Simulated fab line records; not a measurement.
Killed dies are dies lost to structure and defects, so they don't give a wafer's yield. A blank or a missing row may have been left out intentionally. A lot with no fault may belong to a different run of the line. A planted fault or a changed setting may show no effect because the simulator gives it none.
fab line records / flow sky130
[record] lots = 5 wafers = 14 lastDay = 50
route steps=708 shown PWDE@53 NWELL@56 PAD_OPEN@708
lots that met no fault: from a run of the same line without faults
startH: start of the lot's first displayed wafer, in hours after the record's first day / waitH: time in hours since the lot's previous step / " the same as in the row above / L1.1+2: a row that stands for several wafers / - either no value or no given start / * or withheld: withheld / < > ~ a bound
route shown NAME@n: a module of which the file shows steps, and the number in the route of the first / usual: mean/standard deviation of fault-free wafers / same: alike in all rows / chamber/n: place in a boat / sites: readings site by site / _std_site: the values' standard deviation / _edge_site: mean of outer sites minus mean of inner sites / radiusMm: for every site, how far away it sits from the centre of the wafer / mask NAME#n: copy n / behind: the last tool/chamber to shape the wafer / hold: cause of the lot's hold/its duration in hours/its outcome / device: the n, p or np transistor that did not switch / end of line: the tests these same wafers got at the end of their route / step lacking rows: just its recipe / killed: the dies lost at the first sort to structure and to defects; this is not the yield of the wafer / map: dies across one wafer; x = killed, . = not, _ = none there
set.NAME: setting as actually run; set.NAME@STEP: the setting as run at that earlier step / model.NAME: the simulator's own value behind a step, which no gauge read
a table for each step, a row for each wafer; lots at some steps of the route
services: a tool's chamber out of use, with start hour (startH, from the record's first day; less than 0 if before it), hours out, and reason
[[steps]]
[step SKY_PWDE_IMPLANT_08]
[recipe] species = B energyKev = 150 doseCm2 = 3.6e+12 tiltDeg = withheld
[step SKY_PWDE_STRIP_09]
[recipe] chemistry = O2/N2 powerW = 1400 pressureMtorr = 1500 platenTempC = withheld o2FlowSccm = 3000 n2FlowSccm = 300 overashFraction = 0.5
[usual] drypumpMotorCurrentA = 5.7/0.48 oesProductAu = 0.723/0.0047 stripTimeToEndpointS = 36.95/0.12
lot.wafer=L429.2 tool=plasmaAsher-03 chamber=0 startH=113.84 waitH=0.1 drypumpMotorCurrentA=6.2 oesProductAu=0.731 rfHoursCounterH=30 stripTimeToEndpointS=36.76
lot.wafer=L429.3 tool=plasmaAsher-03 chamber=0 startH=113.84 waitH=0.1 drypumpMotorCurrentA=6.2 oesProductAu=0.720 rfHoursCounterH=- stripTimeToEndpointS=36.81
lot.wafer=L429.6 tool=plasmaAsher-03 chamber=1 startH=113.84 waitH=0.1 drypumpMotorCurrentA=5.6 oesProductAu=0.722 rfHoursCounterH=- stripTimeToEndpointS=36.84
lot.wafer=L438.4 tool=plasmaAsher-01 chamber=0 startH=141.66 waitH=0.1 drypumpMotorCurrentA=5.3 oesProductAu=0.720 rfHoursCounterH=- stripTimeToEndpointS=36.83
lot.wafer=L438.5 tool=plasmaAsher-01 chamber=0 startH=141.66 waitH=0.1 drypumpMotorCurrentA=5.2 oesProductAu=0.722 rfHoursCounterH=- stripTimeToEndpointS=37.04
lot.wafer=L438.6 tool=plasmaAsher-01 chamber=1 startH=141.66 waitH=0.1 drypumpMotorCurrentA=6.2 oesProductAu=0.727 rfHoursCounterH=- stripTimeToEndpointS=36.97
lot.wafer=L440.2 tool=plasmaAsher-03 chamber=0 startH=151.53 waitH=0.1 drypumpMotorCurrentA=6.2 oesProductAu=0.727 rfHoursCounterH=34 stripTimeToEndpointS=37.05
lot.wafer=L440.4 tool=plasmaAsher-03 chamber=0 startH=151.53 waitH=0.1 drypumpMotorCurrentA=6.1 oesProductAu=0.720 rfHoursCounterH=- stripTimeToEndpointS=37.13
lot.wafer=L442.1 tool=plasmaAsher-01 chamber=1 startH=169.39 waitH=0.1 drypumpMotorCurrentA=6.2 oesProductAu=0.727 rfHoursCounterH=50 stripTimeToEndpointS=37.05
lot.wafer=L442.2 tool=plasmaAsher-01 chamber=0 startH=169.39 waitH=0.1 drypumpMotorCurrentA=5.3 oesProductAu=0.726 rfHoursCounterH=50 stripTimeToEndpointS=37.08
lot.wafer=L442.5 tool=plasmaAsher-01 chamber=1 startH=169.39 waitH=0.1 drypumpMotorCurrentA=6.2 oesProductAu=0.718 rfHoursCounterH=- stripTimeToEndpointS=37.09
lot.wafer=L448.3 tool=plasmaAsher-01 chamber=1 startH=199.52 waitH=0.1 drypumpMotorCurrentA=6.2 oesProductAu=0.720 rfHoursCounterH=- stripTimeToEndpointS=36.96
lot.wafer=L448.4 tool=plasmaAsher-01 chamber=0 startH=199.52 waitH=0.1 drypumpMotorCurrentA=5.3 oesProductAu=0.725 rfHoursCounterH=- stripTimeToEndpointS=36.92
lot.wafer=L448.5 tool=plasmaAsher-01 chamber=1 startH=199.52 waitH=0.1 drypumpMotorCurrentA=6.2 oesProductAu=0.720 rfHoursCounterH=- stripTimeToEndpointS=36.95
[step SKY_PWDE_TW_MEAS_10]
[usual] PWDE_TW = 375/4.1
lot.wafer=L429.2 tool=filmMetro-03 chamber=- startH=113.95 waitH=0.1 PWDE_TW=372
lot.wafer=L429.3 tool=filmMetro-03 chamber=- startH=113.95 waitH=0.1 PWDE_TW=370
lot.wafer=L429.6 tool=filmMetro-03 chamber=- startH=113.95 waitH=0.1 PWDE_TW=370
lot.wafer=L438.4 tool=filmMetro-02 chamber=- startH=141.76 waitH=0.1 PWDE_TW=373
lot.wafer=L438.5 tool=filmMetro-02 chamber=- startH=141.76 waitH=0.1 PWDE_TW=372
lot.wafer=L438.6 tool=filmMetro-02 chamber=- startH=141.76 waitH=0.1 PWDE_TW=372
lot.wafer=L440.2 tool=filmMetro-04 chamber=- startH=151.64 waitH=0.1 PWDE_TW=383
lot.wafer=L440.4 tool=filmMetro-04 chamber=- startH=151.64 waitH=0.1 PWDE_TW=383
lot.wafer=L442.1 tool=filmMetro-03 chamber=- startH=169.49 waitH=0.1 PWDE_TW=373
lot.wafer=L442.2 tool=filmMetro-03 chamber=- startH=169.49 waitH=0.1 PWDE_TW=369
lot.wafer=L442.5 tool=filmMetro-03 chamber=- startH=169.49 waitH=0.1 PWDE_TW=372
lot.wafer=L448.3 tool=filmMetro-02 chamber=- startH=199.61 waitH=0.1 PWDE_TW=373
lot.wafer=L448.4 tool=filmMetro-02 chamber=- startH=199.61 waitH=0.1 PWDE_TW=373
lot.wafer=L448.5 tool=filmMetro-02 chamber=- startH=199.61 waitH=0.1 PWDE_TW=373
[step SKY_NWELL_DEHYDRATE_03]
[recipe] tempC = 200 timeS = 60
[step SKY_NWELL_HMDS_04]
[recipe] primeTimeS = 60 primeTempC = 120
[step SKY_NWELL_COAT_05]
[recipe] spinRpm = 2000 resistThkNm = 3000
[step SKY_NWELL_SOFTBAKE_06]
[recipe] tempC = 110 timeS = withheld
[step SKY_NWELL_EXPOSE_07]
[recipe] maskId = NWM na = 0.6 sourceShape = conventional sigmaOuter = 0.6 polarization = unpolarized targetCdNm = 840 doseMj = 255
[step SKY_NWELL_PEB_08]
[recipe] tempC = 115 timeS = withheld
[step SKY_NWELL_DEVELOP_09]
[recipe] wallAngleDeg = 90 developer = TMAH developTimeS = 60 devTempC = 23
[step SKY_NWELL_OVL_MEAS_10]
[usual] NWELL_00_OVL = 0.5/1.2
lot.wafer=L429.2 tool=overlay-01 chamber=- startH=133.05 waitH=- NWELL_00_OVL[nm]=-1.2
lot.wafer=L429.3 tool=overlay-01 chamber=- startH=133.05 waitH=- NWELL_00_OVL[nm]=0.4
lot.wafer=L429.6 tool=overlay-01 chamber=- startH=133.05 waitH=- NWELL_00_OVL[nm]=-0.1
lot.wafer=L438.4 tool=overlay-02 chamber=- startH=162.11 waitH=- NWELL_00_OVL[nm]=-0.8
lot.wafer=L438.5 tool=overlay-02 chamber=- startH=162.11 waitH=- NWELL_00_OVL[nm]=-1.2
lot.wafer=L438.6 tool=overlay-02 chamber=- startH=162.11 waitH=- NWELL_00_OVL[nm]=-0.1
lot.wafer=L440.2 tool=overlay-01 chamber=- startH=172.05 waitH=- NWELL_00_OVL[nm]=0.1
lot.wafer=L440.4 tool=overlay-01 chamber=- startH=172.05 waitH=- NWELL_00_OVL[nm]=2.2
lot.wafer=L442.1 tool=overlay-02 chamber=- startH=189.75 waitH=- NWELL_00_OVL[nm]=1.6
lot.wafer=L442.2 tool=overlay-02 chamber=- startH=189.75 waitH=- NWELL_00_OVL[nm]=0.4
lot.wafer=L442.5 tool=overlay-02 chamber=- startH=189.75 waitH=- NWELL_00_OVL[nm]=-0.2
lot.wafer=L448.3 tool=overlay-02 chamber=- startH=222.16 waitH=- NWELL_00_OVL[nm]=-0.5
lot.wafer=L448.4 tool=overlay-02 chamber=- startH=222.16 waitH=- NWELL_00_OVL[nm]=0.0
lot.wafer=L448.5 tool=overlay-02 chamber=- startH=222.16 waitH=- NWELL_00_OVL[nm]=-0.8
[step SKY_NWELL_IMPLANT_11]
[recipe] species = P energyKev = 400 doseCm2 = 1.9e+13 tiltDeg = withheld
[step SKY_NWELL_IMPLANT_12]
[recipe] species = P energyKev = 120 doseCm2 = 1.3e+12 tiltDeg = withheld
[usual] beamOnS = 10.01/0.19 faradayCurrentUA = 7.32/0.14
lot.wafer=L429.2 tool=implanter-04 chamber=0 startH=133.26 waitH=0.1 beamOnS=10.28 faradayCurrentUA=7.13
lot.wafer=L429.3 tool=implanter-04 chamber=0 startH=133.26 waitH=0.1 beamOnS=9.94 faradayCurrentUA=7.37
lot.wafer=L429.6 tool=implanter-04 chamber=0 startH=133.26 waitH=0.1 beamOnS=9.96 faradayCurrentUA=7.37
lot.wafer=L438.4 tool=implanter-03 chamber=0 startH=162.36 waitH=0.1 beamOnS=9.68 faradayCurrentUA=7.54
lot.wafer=L438.5 tool=implanter-03 chamber=0 startH=162.36 waitH=0.1 beamOnS=10.05 faradayCurrentUA=7.31
lot.wafer=L438.6 tool=implanter-03 chamber=0 startH=162.36 waitH=0.1 beamOnS=10.37 faradayCurrentUA=7.08
lot.wafer=L440.2 tool=implanter-04 chamber=0 startH=172.26 waitH=0.1 beamOnS=10.23 faradayCurrentUA=7.17
lot.wafer=L440.4 tool=implanter-04 chamber=0 startH=172.26 waitH=0.1 beamOnS=11.91 faradayCurrentUA=6.18
lot.wafer=L442.1 tool=implanter-03 chamber=0 startH=189.94 waitH=0.1 beamOnS=10.15 faradayCurrentUA=7.25
lot.wafer=L442.2 tool=implanter-03 chamber=0 startH=189.94 waitH=0.1 beamOnS=9.68 faradayCurrentUA=7.55
lot.wafer=L442.5 tool=implanter-03 chamber=0 startH=189.94 waitH=0.1 beamOnS=9.97 faradayCurrentUA=7.39
lot.wafer=L448.3 tool=implanter-03 chamber=0 startH=222.44 waitH=0.1 beamOnS=9.80 faradayCurrentUA=7.46
lot.wafer=L448.4 tool=implanter-03 chamber=0 startH=222.44 waitH=0.1 beamOnS=10.02 faradayCurrentUA=7.30
lot.wafer=L448.5 tool=implanter-03 chamber=0 startH=222.44 waitH=0.1 beamOnS=9.82 faradayCurrentUA=7.44
[step SKY_NWELL_IMPLANT_13]
[recipe] species = P energyKev = 50 doseCm2 = 7e+11 tiltDeg = withheld
[step SKY_PAD_OPEN_PROBE_99]
[usual] killed_at_M0_to_M3 = 44/6.9 killed_at_M4_up = 3.3/1.7 killedAtContacts = 24/5.5 killedAtFrontEnd = 16/4.5 killedAtOther = 0.2/0.46 killedDies = 87/9.1 killedOpen = 48/7.3 killedShort = 39/6.2
[same] grossDies = 492 killedAtBackSide = 0
lot.wafer=L429.2 tool=prober-02 chamber=- startH=1126.46 waitH=0.1 killed_at_M0_to_M3=36 killed_at_M4_up=3 killedAtContacts=39 killedAtFrontEnd=19 killedAtOther=1 killedDies=98 killedOpen=65 killedShort=33 model.etest.nfet_16v.rOnOhmUm=1.433e+04 model.etest.pfetG5v0d10v5.rOnOhmUm=4753 model.etest.tip_p_5v.rsOhmSq=2836 model.etest.pfetG5v0d10v5.driveUaUm=339.9 model.etest.pfet_01v8_lvt.driveUaUm=172.8 model.etest.pfetG5v0d10v5.offLog10AUm=-12.8 model.etest.pfet_01v8_lvt.offLog10AUm=-8.831 model.etest.pfetG5v0d10v5.vtSatV=-0.6541
lot.wafer=L429.3 tool=prober-02 chamber=- startH=1126.51 waitH=0.2 killed_at_M0_to_M3=49 killed_at_M4_up=2 killedAtContacts=36 killedAtFrontEnd=20 killedAtOther=0 killedDies=107 killedOpen=60 killedShort=47 model.etest.nfet_16v.rOnOhmUm=1.407e+04 model.etest.pfetG5v0d10v5.rOnOhmUm=4743 model.etest.tip_p_5v.rsOhmSq=2843 model.etest.pfetG5v0d10v5.driveUaUm=344.8 model.etest.pfet_01v8_lvt.driveUaUm=174.3 model.etest.pfetG5v0d10v5.offLog10AUm=-12.71 model.etest.pfet_01v8_lvt.offLog10AUm=-9.012 model.etest.pfetG5v0d10v5.vtSatV=-0.648
lot.wafer=L429.6 tool=prober-02 chamber=- startH=1126.66 waitH=0.2 killed_at_M0_to_M3=50 killed_at_M4_up=2 killedAtContacts=21 killedAtFrontEnd=24 killedAtOther=0 killedDies=97 killedOpen=44 killedShort=53 model.etest.nfet_16v.rOnOhmUm=1.404e+04 model.etest.pfetG5v0d10v5.rOnOhmUm=4664 model.etest.tip_p_5v.rsOhmSq=2822 model.etest.pfetG5v0d10v5.driveUaUm=346.6 model.etest.pfet_01v8_lvt.driveUaUm=175.1 model.etest.pfetG5v0d10v5.offLog10AUm=-12.48 model.etest.pfet_01v8_lvt.offLog10AUm=-8.776 model.etest.pfetG5v0d10v5.vtSatV=-0.6281
lot.wafer=L438.4 tool=prober-01 chamber=- startH=1163.37 waitH=0.2 killed_at_M0_to_M3=43 killed_at_M4_up=5 killedAtContacts=18 killedAtFrontEnd=17 killedAtOther=0 killedDies=83 killedOpen=45 killedShort=38 model.etest.nfet_16v.rOnOhmUm=1.409e+04 model.etest.pfetG5v0d10v5.rOnOhmUm=4780 model.etest.tip_p_5v.rsOhmSq=2851 model.etest.pfetG5v0d10v5.driveUaUm=344.5 model.etest.pfet_01v8_lvt.driveUaUm=172.3 model.etest.pfetG5v0d10v5.offLog10AUm=-12.59 model.etest.pfet_01v8_lvt.offLog10AUm=-9.136 model.etest.pfetG5v0d10v5.vtSatV=-0.625
lot.wafer=L438.5 tool=prober-01 chamber=- startH=1163.42 waitH=0.2 killed_at_M0_to_M3=38 killed_at_M4_up=7 killedAtContacts=28 killedAtFrontEnd=24 killedAtOther=0 killedDies=97 killedOpen=53 killedShort=44 model.etest.nfet_16v.rOnOhmUm=1.394e+04 model.etest.pfetG5v0d10v5.rOnOhmUm=4744 model.etest.tip_p_5v.rsOhmSq=2866 model.etest.pfetG5v0d10v5.driveUaUm=347 model.etest.pfet_01v8_lvt.driveUaUm=169.9 model.etest.pfetG5v0d10v5.offLog10AUm=-12.49 model.etest.pfet_01v8_lvt.offLog10AUm=-9.045 model.etest.pfetG5v0d10v5.vtSatV=-0.6313
lot.wafer=L438.6 tool=prober-01 chamber=- startH=1163.47 waitH=0.2 killed_at_M0_to_M3=49 killed_at_M4_up=2 killedAtContacts=21 killedAtFrontEnd=12 killedAtOther=0 killedDies=84 killedOpen=46 killedShort=38 model.etest.nfet_16v.rOnOhmUm=1.417e+04 model.etest.pfetG5v0d10v5.rOnOhmUm=4820 model.etest.tip_p_5v.rsOhmSq=2865 model.etest.pfetG5v0d10v5.driveUaUm=338.7 model.etest.pfet_01v8_lvt.driveUaUm=169.3 model.etest.pfetG5v0d10v5.offLog10AUm=-12.66 model.etest.pfet_01v8_lvt.offLog10AUm=-9.075 model.etest.pfetG5v0d10v5.vtSatV=-0.6389
lot.wafer=L440.2 tool=prober-01 chamber=- startH=1169.47 waitH=0.1 killed_at_M0_to_M3=36 killed_at_M4_up=6 killedAtContacts=35 killedAtFrontEnd=12 killedAtOther=0 killedDies=89 killedOpen=55 killedShort=34 model.etest.nfet_16v.rOnOhmUm=1.406e+04 model.etest.pfetG5v0d10v5.rOnOhmUm=4822 model.etest.tip_p_5v.rsOhmSq=2900 model.etest.pfetG5v0d10v5.driveUaUm=336.2 model.etest.pfet_01v8_lvt.driveUaUm=173.2 model.etest.pfetG5v0d10v5.offLog10AUm=-12.84 model.etest.pfet_01v8_lvt.offLog10AUm=-8.704 model.etest.pfetG5v0d10v5.vtSatV=-0.6649
lot.wafer=L440.4 tool=prober-01 chamber=- startH=1169.57 waitH=0.2 killed_at_M0_to_M3=48 killed_at_M4_up=4 killedAtContacts=18 killedAtFrontEnd=7 killedAtOther=0 killedDies=77 killedOpen=43 killedShort=34 model.etest.nfet_16v.rOnOhmUm=1.357e+04 model.etest.pfetG5v0d10v5.rOnOhmUm=4844 model.etest.tip_p_5v.rsOhmSq=2913 model.etest.pfetG5v0d10v5.driveUaUm=333.8 model.etest.pfet_01v8_lvt.driveUaUm=167.4 model.etest.pfetG5v0d10v5.offLog10AUm=-13.26 model.etest.pfet_01v8_lvt.offLog10AUm=-9.567 model.etest.pfetG5v0d10v5.vtSatV=-0.725
lot.wafer=L442.1 tool=prober-02 chamber=- startH=1179.41 waitH=0.1 killed_at_M0_to_M3=46 killed_at_M4_up=4 killedAtContacts=29 killedAtFrontEnd=14 killedAtOther=1 killedDies=94 killedOpen=53 killedShort=41 model.etest.nfet_16v.rOnOhmUm=1.397e+04 model.etest.pfetG5v0d10v5.rOnOhmUm=4743 model.etest.tip_p_5v.rsOhmSq=2854 model.etest.pfetG5v0d10v5.driveUaUm=347.5 model.etest.pfet_01v8_lvt.driveUaUm=176.1 model.etest.pfetG5v0d10v5.offLog10AUm=-12.63 model.etest.pfet_01v8_lvt.offLog10AUm=-8.723 model.etest.pfetG5v0d10v5.vtSatV=-0.6377
lot.wafer=L442.2 tool=prober-02 chamber=- startH=1179.46 waitH=0.1 killed_at_M0_to_M3=51 killed_at_M4_up=2 killedAtContacts=24 killedAtFrontEnd=12 killedAtOther=1 killedDies=90 killedOpen=53 killedShort=37 model.etest.nfet_16v.rOnOhmUm=1.396e+04 model.etest.pfetG5v0d10v5.rOnOhmUm=4700 model.etest.tip_p_5v.rsOhmSq=2876 model.etest.pfetG5v0d10v5.driveUaUm=344.4 model.etest.pfet_01v8_lvt.driveUaUm=176.2 model.etest.pfetG5v0d10v5.offLog10AUm=-12.78 model.etest.pfet_01v8_lvt.offLog10AUm=-8.681 model.etest.pfetG5v0d10v5.vtSatV=-0.6431
lot.wafer=L442.5 tool=prober-02 chamber=- startH=1179.61 waitH=0.2 killed_at_M0_to_M3=53 killed_at_M4_up=4 killedAtContacts=15 killedAtFrontEnd=6 killedAtOther=1 killedDies=79 killedOpen=49 killedShort=30 model.etest.nfet_16v.rOnOhmUm=1.395e+04 model.etest.pfetG5v0d10v5.rOnOhmUm=4755 model.etest.tip_p_5v.rsOhmSq=2882 model.etest.pfetG5v0d10v5.driveUaUm=341.7 model.etest.pfet_01v8_lvt.driveUaUm=177.4 model.etest.pfetG5v0d10v5.offLog10AUm=-12.77 model.etest.pfet_01v8_lvt.offLog10AUm=-8.651 model.etest.pfetG5v0d10v5.vtSatV=-0.6599
lot.wafer=L448.3 tool=prober-02 chamber=- startH=1200.12 waitH=0.2 killed_at_M0_to_M3=48 killed_at_M4_up=3 killedAtContacts=25 killedAtFrontEnd=7 killedAtOther=0 killedDies=83 killedOpen=43 killedShort=40 model.etest.nfet_16v.rOnOhmUm=1.394e+04 model.etest.pfetG5v0d10v5.rOnOhmUm=4682 model.etest.tip_p_5v.rsOhmSq=2854 model.etest.pfetG5v0d10v5.driveUaUm=348.1 model.etest.pfet_01v8_lvt.driveUaUm=177.3 model.etest.pfetG5v0d10v5.offLog10AUm=-12.48 model.etest.pfet_01v8_lvt.offLog10AUm=-9.104 model.etest.pfetG5v0d10v5.vtSatV=-0.6208
lot.wafer=L448.4 tool=prober-02 chamber=- startH=1200.17 waitH=0.2 killed_at_M0_to_M3=49 killed_at_M4_up=3 killedAtContacts=23 killedAtFrontEnd=13 killedAtOther=0 killedDies=88 killedOpen=47 killedShort=41 model.etest.nfet_16v.rOnOhmUm=1.404e+04 model.etest.pfetG5v0d10v5.rOnOhmUm=4712 model.etest.tip_p_5v.rsOhmSq=2862 model.etest.pfetG5v0d10v5.driveUaUm=347 model.etest.pfet_01v8_lvt.driveUaUm=175.9 model.etest.pfetG5v0d10v5.offLog10AUm=-12.55 model.etest.pfet_01v8_lvt.offLog10AUm=-9.029 model.etest.pfetG5v0d10v5.vtSatV=-0.628
lot.wafer=L448.5 tool=prober-02 chamber=- startH=1200.22 waitH=0.2 killed_at_M0_to_M3=46 killed_at_M4_up=3 killedAtContacts=15 killedAtFrontEnd=13 killedAtOther=0 killedDies=77 killedOpen=38 killedShort=39 model.etest.nfet_16v.rOnOhmUm=1.392e+04 model.etest.pfetG5v0d10v5.rOnOhmUm=4742 model.etest.tip_p_5v.rsOhmSq=2848 model.etest.pfetG5v0d10v5.driveUaUm=345.1 model.etest.pfet_01v8_lvt.driveUaUm=176 model.etest.pfetG5v0d10v5.offLog10AUm=-12.71 model.etest.pfet_01v8_lvt.offLog10AUm=-8.91 model.etest.pfetG5v0d10v5.vtSatV=-0.6391
// killed by level:class
L429.2 CONTACT:geometricParticle:open=18 VIA1:geometricParticle:open=14 VIA2:geometricParticle:open=6 LI_CONTACT:geometricParticle:open=6 POLY_GATE:geometricParticle:open=5 FIELD_ISO:geometricParticle:short=4 FIELD_ISO:geometricParticle:open=4 POLY_GATE:geometricParticle:short=4
L429.3 VIA1:geometricParticle:open=17 CONTACT:geometricParticle:open=11 METAL1:geometricParticle:short=11 LI_CONTACT:geometricParticle:open=9 CONTACT:geometricParticle:short=7 POLY_GATE:geometricParticle:short=6 METAL2:geometricParticle:short=6 VIA2:geometricParticle:open=5
L429.6 VIA1:geometricParticle:open=10 METAL1:geometricParticle:short=10 FIELD_ISO:geometricParticle:short=7 POLY_GATE:geometricParticle:short=6 LI_CONTACT:geometricParticle:open=6 CONTACT:geometricParticle:open=6 METAL2:geometricParticle:short=6 VIA2:geometricParticle:open=5
L438.4 VIA1:geometricParticle:open=9 METAL2:geometricParticle:short=9 LI_CONTACT:geometricParticle:open=8 VIA2:geometricParticle:open=7 FIELD_ISO:geometricParticle:short=6 CONTACT:geometricParticle:open=5 POLY_GATE:geometricParticle:short=4 POLY_GATE:geometricParticle:open=4
L438.5 CONTACT:geometricParticle:open=10 FIELD_ISO:geometricParticle:open=7 LI_CONTACT:geometricParticle:open=7 VIA1:geometricParticle:open=7 FIELD_ISO:geometricParticle:short=6 LOCAL_INTERCONNECT:geometricParticle:short=6 POLY_GATE:geometricParticle:short=5 VIA3:geometricParticle:open=5
L438.6 VIA1:geometricParticle:open=10 CONTACT:geometricParticle:open=8 METAL1:geometricParticle:short=7 VIA1:geometricParticle:short=7 METAL2:geometricParticle:short=7 POLY_GATE:geometricParticle:open=6 VIA2:geometricParticle:open=6 VIA3:geometricParticle:open=5
L440.2 CONTACT:geometricParticle:open=16 VIA1:geometricParticle:open=10 LI_CONTACT:geometricParticle:open=7 CONTACT:geometricParticle:short=6 METAL1:geometricParticle:short=5 VIA3:geometricParticle:open=5 FIELD_ISO:geometricParticle:open=4 POLY_GATE:geometricParticle:open=4
L440.4 VIA1:geometricParticle:open=15 CONTACT:geometricParticle:open=7 LI_CONTACT:geometricParticle:open=7 METAL3:geometricParticle:short=6 VIA2:geometricParticle:open=5 VIA1:geometricParticle:short=5 METAL1:geometricParticle:short=4 METAL2:geometricParticle:short=4
L442.1 VIA1:geometricParticle:open=11 CONTACT:geometricParticle:open=9 LI_CONTACT:geometricParticle:open=8 VIA2:geometricParticle:open=8 METAL1:geometricParticle:short=7 CONTACT:geometricParticle:short=6 VIA3:geometricParticle:open=6 POLY_GATE:geometricParticle:open=5
L442.2 VIA2:geometricParticle:open=12 CONTACT:geometricParticle:open=11 METAL1:geometricParticle:short=8 VIA3:geometricParticle:open=8 VIA1:geometricParticle:open=7 FIELD_ISO:geometricParticle:short=4 LOCAL_INTERCONNECT:geometricParticle:short=4 VIA1:geometricParticle:short=4
L442.5 VIA3:geometricParticle:open=13 VIA1:geometricParticle:open=12 CONTACT:geometricParticle:open=9 METAL2:geometricParticle:short=6 VIA1:geometricParticle:short=5 VIA2:geometricParticle:open=5 METAL1:geometricParticle:short=3 VIA2:geometricParticle:short=3
L448.3 VIA1:geometricParticle:open=12 VIA2:geometricParticle:open=8 VIA3:geometricParticle:open=7 LOCAL_INTERCONNECT:geometricParticle:short=7 CONTACT:geometricParticle:short=6 LI_CONTACT:geometricParticle:open=5 METAL3:geometricParticle:short=5 VIA1:geometricParticle:short=4
L448.4 METAL1:geometricParticle:short=8 VIA1:geometricParticle:open=8 CONTACT:geometricParticle:open=7 VIA2:geometricParticle:open=7 VIA3:geometricParticle:open=7 LOCAL_INTERCONNECT:geometricParticle:short=6 VIA1:geometricParticle:short=5 POLY_GATE:geometricParticle:open=4
L448.5 VIA1:geometricParticle:open=10 VIA3:geometricParticle:open=8 CONTACT:geometricParticle:open=7 VIA3:geometricParticle:short=7 VIA1:geometricParticle:short=6 POLY_GATE:geometricParticle:short=5 METAL2:geometricParticle:short=3 METAL4:geometricParticle:short=3
[[services]]
tool=implanter-03 chamber=- startH=93.66 hours=5.1 kind=pm
tool=implanter-04 chamber=- startH=220.47 hours=3.0 kind=pm
[[key]]
[firstSign] step = SKY_NWELL_IMPLANT_12 reading = beamOnS direction = up sigmas = 9.9 usual = 10.01 struck = 11.91
[effect] step = SKY_NWELL_IMPLANT_12 reading = faradayCurrentUA direction = down sigmas = 8.4 usual = 7.32 struck = 6.18
[modelEffect] step = SKY_PAD_OPEN_PROBE_99 value = etest.nfet_16v.rOnOhmUm without = 1.387e+04 struck = 1.357e+04
metAt SKY_NWELL_IMPLANT_12
struckWafers L440.4
testerLeftOut L440
onsetBetween 133.26 172.26
[fault] kind = processParameterDrift tool = implanter-04 chamber = - onsetH = 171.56 steps = SKY_NWELL_IMPLANT_12 channel = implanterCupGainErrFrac offset = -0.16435 shape = step endH = 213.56 scope = struckWafersOnly
// testerLeftOut: of these lots the tester's yield and bins aren't shown, on N5 and GAA mostly nor the transistor test; their killed dies are dies lost to structure and defects alone, not to doping, threshold or leakage, so they don't give the yield
